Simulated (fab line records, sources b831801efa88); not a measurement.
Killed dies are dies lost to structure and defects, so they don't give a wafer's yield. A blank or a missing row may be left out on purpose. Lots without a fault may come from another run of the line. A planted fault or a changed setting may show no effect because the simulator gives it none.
Chamber matching | flow sky130 | SKY_VIA2_ETCH_15 on rie_diel-03: 4 sister chambers
The step etches SiO2 in C4F8/O2/Ar, stops on TiN, target depth 546 nm, time 84 s. 8 wafers are shown with their chamber, then 10 later ones without.

WAFERS WITH THEIR CHAMBER
wafer  | chamber | oes_product_au (a.u.) | bias_w (W)
L082.6 | 3       | 0.929                 | 1197
L086.1 | 1       | 0.942                 | 1195
L086.3 | 3       | 0.935                 | 1204
L086.4 | 0       | 0.934                 | 1198
L086.5 | 1       | 0.937                 | 1197
L086.6 | 2       | 0.945                 | 1198
L091.2 | 0       | 0.937                 | 1198
L091.4 | 2       | 0.940                 | 1197

WAFERS WITHOUT THEIR CHAMBER
wafer  | oes_product_au (a.u.) | bias_w (W)
L091.5 | 0.939                 | 1193
L094.1 | 0.934                 | 1195
L094.2 | 0.944                 | 1201
L094.6 | 0.943                 | 1198
L095.1 | 0.939                 | 1196
L095.2 | 0.938                 | 1199
L095.3 | 0.939                 | 1204
L096.3 | 0.938                 | 1195
L096.4 | 0.944                 | 1198
L096.5 | 0.932                 | 1204

WHICH CHAMBER EACH WENT THROUGH
wafer  | from the rows above               | in truth
L091.5 | can't be placed: 1 or 2 or 0      | 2
L094.1 | can't be placed: 0 or 1 or 3 or 2 | 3
L094.2 | can't be placed: 2 or 1 or 0      | 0
L094.6 | can't be placed: 2 or 1 or 0      | 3
L095.1 | can't be placed: 1 or 2 or 0      | 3
L095.2 | can't be placed: 0 or 1 or 2 or 3 | 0
L095.3 | can't be placed: 3 or 0 or 2 or 1 | 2
L096.3 | can't be placed: 1 or 0 or 2      | 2
L096.4 | can't be placed: 2 or 1 or 0      | 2
L096.5 | can't be placed: 3 or 0           | 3
Placed correctly: 0 of 10. Can't be placed from these rows: 10 (the true chamber is among the candidates in 8). Placed wrongly: 0.
How it was worked out, from the rows above alone: a wafer's distance from a chamber is the root of the sum, over the readings, of the square of ((its reading less the chamber's mean) divided by the reading's scatter). The wafer belongs to the nearest chamber; if the next one is less than 2 further off, it can't be placed. A chamber's mean is the mean of its shown wafers. The scatter: the root of (the sum of the squares of (reading less its chamber's mean) over the shown wafers, divided by (wafers less chambers)).
